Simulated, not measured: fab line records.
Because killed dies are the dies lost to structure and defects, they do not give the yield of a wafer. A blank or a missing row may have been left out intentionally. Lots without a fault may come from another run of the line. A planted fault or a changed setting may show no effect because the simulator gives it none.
Matching of chambers -- flow sky130 -- 4 sister chambers for SKY_METAL3_ETCH_17 on rie diel-02
The step etches SiO2 in C4F8/O2/Ar, stops on TiN, time 3.9 s, target depth 15 nm. 4 wafers are shown with their chamber, then 9 later ones without.

== WAFERS, EACH WITH ITS CHAMBER ==
wafer,chamber,oes product au (a.u.)
L089.4,1,0.763
L093.1,2,0.737
L093.3,3,0.759
L093.5,0,0.769

== WAFERS WITH NO CHAMBER GIVEN ==
wafer,oes product au (a.u.)
L094.2,0.744
L094.4,0.754
L094.6,0.763
L091.1,0.760
L091.2,0.748
L091.3,0.767
L092.2,0.751
L092.3,0.740
L092.5,0.754

== EACH ONE'S CHAMBER ==
wafer,from the rows above,in truth
L094.2,can't be placed: 2 or 3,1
L094.4,can't be placed: 3 or 1 or 0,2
L094.6,can't be placed: 1 or 3 or 0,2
L091.1,can't be placed: 3 or 1 or 0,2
L091.2,can't be placed: 2 or 3 or 1 or 0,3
L091.3,can't be placed: 0 or 1 or 3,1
L092.2,can't be placed: 3 or 1 or 2 or 0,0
L092.3,2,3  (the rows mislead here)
L092.5,can't be placed: 3 or 1 or 0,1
Correctly placed: 0 of 9. Can't be placed from these rows: 8 (the true chamber is among the candidates in 4). 1 placed wrongly.
How it was worked out, from the rows above alone: a wafer's distance from a chamber is the root of the sum, over the readings, of the square of ((its reading less the chamber's mean) divided by the reading's scatter). If the next closest chamber is less than 2 further off than the closest, the wafer can't be placed; otherwise it belongs to the closest. Each chamber's mean is taken over the wafers shown for it. The scatter (one wafer shown for each chamber): square how far every hidden wafer sits from the nearest shown wafer, average those squares and take the square root.
